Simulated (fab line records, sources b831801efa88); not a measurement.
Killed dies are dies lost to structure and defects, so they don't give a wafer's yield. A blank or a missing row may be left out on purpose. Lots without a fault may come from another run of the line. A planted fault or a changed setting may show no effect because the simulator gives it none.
Which tool did it? | flow gf180mcu | 13 lots, 39 wafers sampled, at 3 steps of a route of 602

WHAT THE GAUGES READ, wafer by wafer
GF_HV_LDD_TW_MEAS_23.
lot  | measured     | on            | HV_LDD_2_TW
L659 | day 10 19:31 | film_metro-01 | 1046 1035 1041
L660 | day 10 23:04 | film_metro-01 | 1046 1043 1043
L661 | day 11 07:31 | film_metro-01 | 1037 1038 1040
L662 | day 11 19:56 | film_metro-02 | 1043 1046 1043
L663 | day 12 00:54 | film_metro-02 | 1045 1052 1048
L671 | day 14 16:33 | film_metro-01 | 1047 1039 1052
L672 | day 14 17:49 | film_metro-01 | 1041 1045 1043
L673 | day 15 01:00 | film_metro-02 | 1045 1047 1050
L674 | day 15 12:49 | film_metro-01 | 1047 1047 1047
L676 | day 16 03:30 | film_metro-04 | 1045 1046 1045
L679 | day 17 09:43 | film_metro-04 | 1048 1050 1051
L681 | day 17 18:00 | film_metro-02 | 1053 1047 1052
L682 | day 17 23:06 | film_metro-02 | 1056 1052 1053

GF_NSD_OVL_MEAS_08.
lot  | measured     | on         | NSD_OVL (nm)
L659 | day 13 08:13 | overlay-01 | 0.4 -1.2 -2.0
L660 | day 13 12:50 | overlay-01 | -0.6 -0.6 0.5
L661 | day 13 20:53 | overlay-02 | -1.7 -3.6 -2.0
L662 | day 14 11:59 | overlay-02 | -1.2 0.6 -0.5
L663 | day 14 15:47 | overlay-01 | 1.7 -0.3 0.7
L671 | day 17 14:50 | overlay-02 | -0.4 2.2
L672 | day 17 16:48 | overlay-02 | -1.7
L673 | day 18 00:12 | overlay-01 | -1.6 -0.7 -2.4
L674 | day 18 13:01 | overlay-02 | -3.3 -1.2 -0.7
L676 | day 19 04:11 | overlay-01 | 1.4 -0.5 0.0
L679 | day 20 12:49 | overlay-02 | 0.6 0.3 0.6
L681 | day 20 21:19 | overlay-02 | -0.2 -1.7 0.5
L682 | day 21 02:55 | overlay-02 | 0.8 -1.4 -1.6

WHICH TOOL RAN EACH LOT (tool, then ch and the chambers of the sampled wafers, then the start)
lot  | GF_HV_LDD_ETCHBACK_58
L659 | rie_diel-02 ch 0,1, day 12 11:40
L660 | rie_diel-03 ch 0,1,3, day 12 16:13
L661 | rie_diel-01 ch 0,1,3, day 13 00:58
L662 | rie_diel-02 ch 1,2, day 13 15:23
L663 | rie_diel-01 ch 0,1,2, day 13 19:37
L671 | rie_diel-03 ch 0,1,2, day 16 16:22
L672 | rie_diel-03 ch 1,2, day 16 17:37
L673 | rie_diel-02 ch 2,3, day 17 00:46
L674 | rie_diel-02 ch 0,2,3, day 17 13:31
L676 | rie_diel-02 ch 0,1,3, day 18 04:46
L679 | rie_diel-01 ch 1,3, day 19 12:31
L681 | rie_diel-01 ch 1,3, day 19 21:00
L682 | rie_diel-01 ch 0,1, day 20 03:07
- GF_HV_LDD_ETCHBACK_58: etches Si3N4 in CH3F/O2, stops on SiO2, time 100 s, target depth 90 nm.

WHAT THE TOOLS THEMSELVES READ (means of the sampled wafers that have a number; where no wafer has one, the mark that the record gives instead)
GF_HV_LDD_ETCHBACK_58.
lot  | tool        | bias_w (W) | drypump_motor_current_A (A) | oes_product_au (a.u.) | run_length_s (s) | throttle_valve_pct (%)
L659 | rie_diel-02 | 79.94      | 5.8                         | 0.851                 | 128.4            | 10.559
L660 | rie_diel-03 | 80.38      | 5.7                         | 0.836                 | 128.6            | 10.571
L661 | rie_diel-01 | 79.96      | 5.4                         | 0.845                 | 129.4            | 10.562
L662 | rie_diel-02 | 79.72      | 6.0                         | 0.842                 | 128.0            | 10.562
L663 | rie_diel-01 | 80.10      | 5.5                         | 0.832                 | 128.6            | 10.567
L671 | rie_diel-03 | 80.09      | 6.1                         | 0.897                 | 118.7            | 10.569
L672 | rie_diel-03 | 79.97      | 6.3                         | 0.945                 | 109.0            | 10.578
L673 | rie_diel-02 | 80.00      | 6.2                         | 0.843                 | 128.2            | 10.568
L674 | rie_diel-02 | 80.17      | 5.9                         | 0.845                 | 128.2            | 10.566
L676 | rie_diel-02 | 80.05      | 5.9                         | 0.846                 | 128.4            | 10.560
L679 | rie_diel-01 | 80.03      | 5.6                         | 0.832                 | 128.9            | 10.553
L681 | rie_diel-01 | 79.82      | 5.6                         | 0.845                 | 128.9            | 10.557
L682 | rie_diel-01 | 80.32      | 5.1                         | 0.845                 | 128.8            | 10.562

THE ANSWER, worked out from the rows above alone
Rule: what is usual is taken from the lots themselves. Put in order of their means at a reading, lots are off if they are a third of the lots or fewer, leave a main group of 4 or more, and stand apart from it by a gap of 3 or more times the standard deviation of the main group's means; of several such gaps the widest counts. A main group whose means are all the same, to the digits that the tables above print for the reading, isn't used. A lot without any number at a reading at which 4 lots or more have one is off too. The other lots that the step has rows for count as sound. The gauges are gone through in route order, then the tools' own readings, and for those a lot's mean is taken as printed above. The first step at which some lot is off is used, and at that step the reading that is off furthest; a lot without a number counts as furthest.
Off: L671, L672, at GF_HV_LDD_ETCHBACK_58 (run_length_s). The main group: mean 128.6 s, standard deviation 0.38.
A tool fits if, at that step or a process step before it, it ran every lot that is off, and no sound lot after the first of them. One fits: rie_diel-03 at GF_HV_LDD_ETCHBACK_58. Its last sound lot is L660 (day 12 16:13), its first lot that is off L671 (day 16 16:22): a fault that began between those two fits.
The tool's own readings at GF_HV_LDD_ETCHBACK_58 bear it out: on the lots that are off they differ by more than 5 times the standard deviation of the sound lots' means. oes_product_au reads 0.921 a.u. there against 0.842 a.u. on the sound lots; run_length_s reads 113.8 s there against 128.6 s on the sound lots.

WHAT THE SIMULATOR HAD PUT IN
Process parameter drift: rie_diel-03, from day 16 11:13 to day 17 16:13, at GF_HV_LDD_ETCHBACK_58. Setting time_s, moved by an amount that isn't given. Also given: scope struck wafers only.
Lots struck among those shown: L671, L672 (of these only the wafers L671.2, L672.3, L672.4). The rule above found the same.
